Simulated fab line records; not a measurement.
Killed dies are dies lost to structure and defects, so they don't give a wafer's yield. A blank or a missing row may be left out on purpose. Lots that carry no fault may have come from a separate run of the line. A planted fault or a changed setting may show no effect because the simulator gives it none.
Matching of chambers / flow sky130 / cmp-02 running SKY_VIA2_CMP_24: 4 sister chambers
The step polishes, stops on SiO2, t overpolish 20 s, target thk 0 nm. 4 wafers are shown with their chamber, then 12 later ones without.

== WAFERS PAIRED WITH THEIR CHAMBERS ==
wafer=L093.1; chamber=3; motorCurrentA (A)=12.3
wafer=L093.4; chamber=0; motorCurrentA (A)=10.5
wafer=L094.5; chamber=1; motorCurrentA (A)=11.8
wafer=L094.6; chamber=2; motorCurrentA (A)=12.0

== WAFERS WITH NO CHAMBER GIVEN ==
wafer=L094.2; motorCurrentA (A)=11.4
wafer=L094.3; motorCurrentA (A)=12.0
wafer=L094.4; motorCurrentA (A)=10.4
wafer=L096.3; motorCurrentA (A)=11.2
wafer=L096.4; motorCurrentA (A)=12.0
wafer=L096.5; motorCurrentA (A)=12.1
wafer=L097.1; motorCurrentA (A)=11.5
wafer=L097.5; motorCurrentA (A)=11.6
wafer=L097.6; motorCurrentA (A)=11.2
wafer=L097.2; motorCurrentA (A)=10.4
wafer=L097.3; motorCurrentA (A)=11.9
wafer=L097.4; motorCurrentA (A)=11.4

== EACH ONE'S CHAMBER ==
wafer=L094.2; from the rows above=can't be placed: 1 or 2 or 0 or 3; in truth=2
wafer=L094.3; from the rows above=can't be placed: 2 or 1 or 3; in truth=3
wafer=L094.4; from the rows above=0; in truth=0
wafer=L096.3; from the rows above=can't be placed: 1 or 0 or 2 or 3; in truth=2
wafer=L096.4; from the rows above=can't be placed: 2 or 1 or 3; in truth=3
wafer=L096.5; from the rows above=can't be placed: 2 or 3 or 1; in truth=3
wafer=L097.1; from the rows above=can't be placed: 1 or 2 or 3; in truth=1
wafer=L097.5; from the rows above=can't be placed: 1 or 2 or 3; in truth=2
wafer=L097.6; from the rows above=can't be placed: 1 or 0 or 2 or 3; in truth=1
wafer=L097.2; from the rows above=0; in truth=0
wafer=L097.3; from the rows above=can't be placed: 1 or 2 or 3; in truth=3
wafer=L097.4; from the rows above=can't be placed: 1 or 2 or 0 or 3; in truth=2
Correct placement for 2 of the 12. Cannot be placed on the basis of these rows: 10; the candidates contain the true chamber in 10. 0 placed wrongly.
How it was worked out, from the rows above alone: a wafer's distance from a chamber is the root of the sum, over the readings, of the square of ((its reading less the chamber's mean) divided by the reading's scatter). The wafer belongs to the nearest chamber; if the next one is less than 2 further off, it can't be placed. For every chamber, the mean is computed from those of its wafers that are shown. The scatter: root of mean squared gap, hidden wafer to nearest shown wafer, with one shown wafer a chamber.
